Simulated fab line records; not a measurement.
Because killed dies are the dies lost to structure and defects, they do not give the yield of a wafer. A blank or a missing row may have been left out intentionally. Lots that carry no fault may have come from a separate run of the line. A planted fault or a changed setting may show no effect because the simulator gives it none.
Which tool did it? -- flow gf180mcu -- 15 lots, 45 wafers sampled, at 4 steps of a route of 602

WHAT THE GAUGES SHOWED, per wafer
GF_MIM_THK_MEAS_11: measures by xrf. Usual: MIM_ALCU_THK gives 199.3 nm (standard deviation 2.8).
lot,measured,on,MIM_ALCU_THK (nm),flag
L478,day 25 05:25,filmMetro-02,197.1 196.0 196.1,
L479,day 25 09:16,filmMetro-02,193.8 197.2 193.6,
L481,day 26 09:59,filmMetro-02,193.0 196.6 193.9,
L482,day 26 22:59,filmMetro-01,199.8 200.6 198.9,
L484,day 27 05:50,filmMetro-01,201.8 202.4 200.2,
L485,day 27 10:18,filmMetro-02,196.9 195.4 200.5,
L486,day 27 21:16,filmMetro-02,196.8 196.1 197.5,
L487,day 28 06:00,filmMetro-01,197.4 200.8 196.6,
L489,day 28 21:10,filmMetro-04,200.0 201.3 201.6,
L490,day 29 01:41,filmMetro-01,200.6 201.4 200.6,
L491,day 29 09:01,filmMetro-04,201.1 201.6 201.5,
L492,day 29 15:33,filmMetro-02,200.8 202.1 201.6,
L497,day 30 23:10,filmMetro-04,200.2 200.5 201.2,
L498,day 31 08:11,filmMetro-04,197.3 200.2 196.8,
L499,day 31 12:21,filmMetro-01,197.9 196.5 196.4,

GF_V5_THK_MEAS_01. Usual: V5_CVD_00_THK gives 300 nm (standard deviation 3.2).
lot,measured,on,V5_CVD_00_THK (nm),flag
L478,day 26 23:41,filmMetro-02,299 301 301,
L479,day 27 03:03,filmMetro-01,300 296 302,
L481,day 28 04:08,filmMetro-02,305 301 305,
L482,day 28 15:34,filmMetro-03,296 298 297,
L484,day 28 22:33,filmMetro-01,299 297 303,
L485,day 29 01:52,filmMetro-01,299 296 298,
L486,day 29 13:31,filmMetro-01,295 300 299,
L487,day 29 21:38,filmMetro-03,297 301 300,
L489,day 30 11:53,filmMetro-02,302 305 299,
L490,day 30 15:14,filmMetro-02,301 303 302,
L491,day 30 21:59,filmMetro-03,298 294 296,
L492,day 31 04:50,filmMetro-03,305 304 304,
L497,day 32 10:59,filmMetro-02,297 298 302,
L498,day 32 18:57,filmMetro-02,301 301 301,
L499,day 32 22:50,filmMetro-03,295 294 296,

GF_TOP_METAL_RS_MEAS_05: measures by four-point-probe. Usual: TOP_METAL_ALCU_RS gives 0.0327 ohm/sq (standard deviation 0.00038).
lot,measured,on,TOP_METAL_ALCU_RS (ohm/sq),flag
L478,day 27 21:44,filmMetro-04,0.0323 0.0325 0.0328,
L479,day 28 01:00,filmMetro-03,0.0334 0.0331 0.0331,
L481,day 29 02:20,filmMetro-04,0.0332 0.0328 0.0328,
L482,day 29 11:53,filmMetro-03,0.0329 0.0327 0.0328,
L484,day 29 20:08,filmMetro-02,0.0323 0.0323 0.0324,
L485,day 29 23:04,filmMetro-02,0.0325 0.0323 0.0325,
L486,day 30 10:11,filmMetro-04,0.0328 0.0329 0.0329,
L487,day 30 18:04,filmMetro-02,0.0327 0.0328 0.0326,
L489,day 31 08:22,filmMetro-03,0.0326 0.0326 0.0326,
L497,day 33 05:16,filmMetro-03,0.0331 0.0330 0.0330,
L498,day 33 12:59,filmMetro-04,0.0325 0.0321 0.0325,
L499,day 33 16:41,filmMetro-03,0.0329 0.0329 0.0328,

EACH LOT AND THE TOOL THAT RAN IT (in order: tool; ch and the chambers of the sampled wafers; start)
lot,GF_V5_STRIP_18
L478,"plasmaAsher-02 ch 0,1, day 27 20:16"
L479,"plasmaAsher-04 ch 0,1, day 27 23:30"
L481,"plasmaAsher-01 ch 0,1, day 29 00:54"
L482,"plasmaAsher-04 ch 1, day 29 10:23"
L484,"plasmaAsher-02 ch 0,1, day 29 18:40"
L485,"plasmaAsher-01 ch 0,1, day 29 21:31"
L486,"plasmaAsher-01 ch 0,1, day 30 08:44"
L487,"plasmaAsher-04 ch 0, day 30 16:34"
L489,"plasmaAsher-01 ch 0,1, day 31 06:55"
L490,"plasmaAsher-02 ch 0,1, day 31 10:02"
L491,"plasmaAsher-04 ch 0,1, day 31 16:13"
L492,"plasmaAsher-02 ch 0,1, day 31 22:22"
L497,"plasmaAsher-01 ch 0, day 33 03:47"
L498,"plasmaAsher-01 ch 0,1, day 33 11:25"
L499,"plasmaAsher-01 ch 0,1, day 33 15:14"
- GF_V5_STRIP_18: strips in O2/N2.

WHAT THE TOOLS THEMSELVES READ (means of the sampled wafers that have a number; where no wafer has one, the mark that the record gives instead)
GF_V5_STRIP_18. Usual: chamberPressureMTorr 1500.0 mTorr, standard deviation 1.4; drypumpMotorCurrentA 6.07 A, standard deviation 0.29; heaterPowerW 344 W, standard deviation 33; oesProductAu 0.570 a.u., standard deviation 0.0047.
lot,tool,chamberPressureMTorr (mTorr),drypumpMotorCurrentA (A),heaterPowerW (W),oesProductAu (a.u.),flag
L478,plasmaAsher-02,1501.1,6.03,356,0.572,
L479,plasmaAsher-04,1500.7,6.16,300,0.568,
L481,plasmaAsher-01,1499.4,5.90,380,0.571,
L482,plasmaAsher-04,1500.7,6.07,295,0.574,
L484,plasmaAsher-02,1499.5,6.09,346,0.572,
L485,plasmaAsher-01,1500.8,6.18,384,0.570,
L486,plasmaAsher-01,1499.5,5.86,382,0.572,
L487,plasmaAsher-04,1499.7,6.20,311,0.570,
L489,plasmaAsher-01,1500.1,6.19,375,0.564,
L490,plasmaAsher-02,-,-,-,-,OFF
L491,plasmaAsher-04,-,-,-,-,OFF
L492,plasmaAsher-02,-,-,-,-,OFF
L497,plasmaAsher-01,1499.6,6.51,356,0.569,
L498,plasmaAsher-01,1499.7,6.17,348,0.569,
L499,plasmaAsher-01,1500.5,6.19,345,0.565,

THE ANSWER, worked out from the rows above alone
Rule: a lot counts as off when the mean over its wafers that have a number is more than 3 standard deviations away from the usual mean. A lot without any number at a reading at which 4 lots or more have one is off too. Where the step has rows for the other lots, those lots are counted as sound. Order of review: gauges by route order, followed by the tools' own readings, for which a lot's mean as printed above is used. At the first step where some lot is off, the reading lying furthest off is the one used; lots without a number count as furthest.
Off: L490, L491, L492 (GF_V5_STRIP_18, chamberPressureMTorr). Without a number there: L490, L491, L492.
If a tool, at that step or one of the process steps before it, ran each lot that is off and ran no sound lot following the first of them, it fits. No candidate that was tried fits.

WHAT THE SIMULATOR HAD INSERTED
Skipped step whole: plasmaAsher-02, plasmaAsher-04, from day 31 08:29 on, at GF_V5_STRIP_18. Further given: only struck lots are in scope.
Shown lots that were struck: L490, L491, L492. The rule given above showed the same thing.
